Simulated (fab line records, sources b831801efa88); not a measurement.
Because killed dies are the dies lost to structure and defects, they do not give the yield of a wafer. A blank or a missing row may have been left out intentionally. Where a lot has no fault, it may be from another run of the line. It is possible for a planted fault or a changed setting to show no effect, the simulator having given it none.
Chamber matching / flow sky130 / SKY_LI_CONTACT_CMP_24 on cmp-02 has 4 sister chambers
The step polishes, stops on PSG, t overpolish 20 s, target thk 0 nm. 8 wafers are shown with their chamber, then 9 later ones without.

WAFERS PAIRED WITH THEIR CHAMBERS
wafer=L208.3; chamber=3; motor-current-A (A)=10.6; time-to-endpoint-s (s)=92.2
wafer=L210.6; chamber=0; motor-current-A (A)=10.1; time-to-endpoint-s (s)=97.2
wafer=L224.6; chamber=3; motor-current-A (A)=11.1; time-to-endpoint-s (s)=94.9
wafer=L225.5; chamber=1; motor-current-A (A)=11.9; time-to-endpoint-s (s)=95.7
wafer=L225.6; chamber=2; motor-current-A (A)=11.2; time-to-endpoint-s (s)=97.0
wafer=L226.1; chamber=1; motor-current-A (A)=10.8; time-to-endpoint-s (s)=97.4
wafer=L226.2; chamber=2; motor-current-A (A)=11.2; time-to-endpoint-s (s)=102.1
wafer=L226.5; chamber=0; motor-current-A (A)=10.3; time-to-endpoint-s (s)=95.8

WAFERS WITHOUT THEIR CHAMBER
wafer=L228.1; motor-current-A (A)=11.5; time-to-endpoint-s (s)=99.8
wafer=L228.4; motor-current-A (A)=10.2; time-to-endpoint-s (s)=96.2
wafer=L228.5; motor-current-A (A)=10.0; time-to-endpoint-s (s)=95.0
wafer=L230.1; motor-current-A (A)=11.4; time-to-endpoint-s (s)=99.3
wafer=L230.4; motor-current-A (A)=11.9; time-to-endpoint-s (s)=98.2
wafer=L230.5; motor-current-A (A)=10.2; time-to-endpoint-s (s)=97.3
wafer=L229.2; motor-current-A (A)=11.5; time-to-endpoint-s (s)=93.7
wafer=L229.3; motor-current-A (A)=10.8; time-to-endpoint-s (s)=99.8
wafer=L229.4; motor-current-A (A)=10.9; time-to-endpoint-s (s)=97.2

EACH ONE'S CHAMBER
wafer=L228.1; from the rows above=can't be placed: 2 or 1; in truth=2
wafer=L228.4; from the rows above=can't be placed: 0 or 3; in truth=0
wafer=L228.5; from the rows above=can't be placed: 0 or 3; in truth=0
wafer=L230.1; from the rows above=can't be placed: 2 or 1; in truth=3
wafer=L230.4; from the rows above=can't be placed: 1 or 2 or 3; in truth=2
wafer=L230.5; from the rows above=can't be placed: 0 or 3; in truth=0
wafer=L229.2; from the rows above=can't be placed: 1 or 3 or 2 or 0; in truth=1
wafer=L229.3; from the rows above=can't be placed: 2 or 1 or 0 or 3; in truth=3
wafer=L229.4; from the rows above=can't be placed: 1 or 2 or 0 or 3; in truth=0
Placed correctly: 0 of 9. These rows do not allow placing 9 (true chamber among the candidates in 8). 0 placed wrongly.
How it was worked out, from the rows above alone: a wafer's distance from a chamber is the root of the sum, over the readings, of the square of ((its reading less the chamber's mean) divided by the reading's scatter). If the next closest chamber is less than 2 further off than the closest, the wafer can't be placed; otherwise it belongs to the closest. A chamber's mean is the mean of its shown wafers. The scatter is the square root of a quotient: the sum, over the shown wafers, of each reading's squared deviation from its chamber's mean, divided by wafers minus chambers.
